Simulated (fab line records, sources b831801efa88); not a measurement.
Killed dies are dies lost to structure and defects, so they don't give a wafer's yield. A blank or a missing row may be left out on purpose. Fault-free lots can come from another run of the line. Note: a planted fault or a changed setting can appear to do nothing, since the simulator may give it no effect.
Matching of chambers || flow sky130 || SKY_PAD_OPEN_ETCH_07 on rie-diel-04: 4 sister chambers
The step etches the open film in CF4/O2, stops on AlCu, target depth 725 nm, time 161.1 s. 8 wafers are shown with their chamber, then 6 later ones without.

## WAFERS PAIRED WITH THEIR CHAMBERS
{"wafer": "L415.3", "chamber": 1, "drypump-motor-current-A (A)": 6.06, "oes-product-au (a.u.)": 0.976}
{"wafer": "L417.4", "chamber": 1, "drypump-motor-current-A (A)": 6.02, "oes-product-au (a.u.)": 0.982}
{"wafer": "L419.2", "chamber": 2, "drypump-motor-current-A (A)": 5.57, "oes-product-au (a.u.)": 0.975}
{"wafer": "L422.2", "chamber": 3, "drypump-motor-current-A (A)": 5.52, "oes-product-au (a.u.)": 0.970}
{"wafer": "L422.4", "chamber": 0, "drypump-motor-current-A (A)": 5.84, "oes-product-au (a.u.)": 0.999}
{"wafer": "L429.1", "chamber": 2, "drypump-motor-current-A (A)": 5.63, "oes-product-au (a.u.)": 0.967}
{"wafer": "L429.2", "chamber": 3, "drypump-motor-current-A (A)": 5.58, "oes-product-au (a.u.)": 0.983}
{"wafer": "L429.4", "chamber": 0, "drypump-motor-current-A (A)": 5.81, "oes-product-au (a.u.)": 0.980}

## WAFERS WITHOUT THEIR CHAMBER
{"wafer": "L433.1", "drypump-motor-current-A (A)": 6.03, "oes-product-au (a.u.)": 0.968}
{"wafer": "L433.3", "drypump-motor-current-A (A)": 5.52, "oes-product-au (a.u.)": 0.963}
{"wafer": "L433.6", "drypump-motor-current-A (A)": 5.54, "oes-product-au (a.u.)": 0.979}
{"wafer": "L437.2", "drypump-motor-current-A (A)": 6.03, "oes-product-au (a.u.)": 0.970}
{"wafer": "L437.3", "drypump-motor-current-A (A)": 5.81, "oes-product-au (a.u.)": 0.965}
{"wafer": "L437.6", "drypump-motor-current-A (A)": 5.81, "oes-product-au (a.u.)": 0.976}

## EACH ONE'S CHAMBER
{"wafer": "L433.1", "from the rows above": 1, "in truth": 1}
{"wafer": "L433.3", "from the rows above": "can't be placed: 3 or 2", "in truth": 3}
{"wafer": "L433.6", "from the rows above": "can't be placed: 3 or 2", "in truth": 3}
{"wafer": "L437.2", "from the rows above": 1, "in truth": 1}
{"wafer": "L437.3", "from the rows above": 0, "in truth": 0}
{"wafer": "L437.6", "from the rows above": 0, "in truth": 0}
Correct placement for 4 of the 6. Cannot be placed on the basis of these rows: 2; the candidates contain the true chamber in 2. Number placed wrongly: 0.
How it was worked out, from the rows above alone: a wafer's distance from a chamber is the root of the sum, over the readings, of the square of ((its reading less the chamber's mean) divided by the reading's scatter). The wafer belongs to the nearest chamber; if the next one is less than 2 further off, it can't be placed. A chamber's mean is the mean of its shown wafers. The scatter: the root of (the sum of the squares of (reading less its chamber's mean) over the shown wafers, divided by (wafers less chambers)).
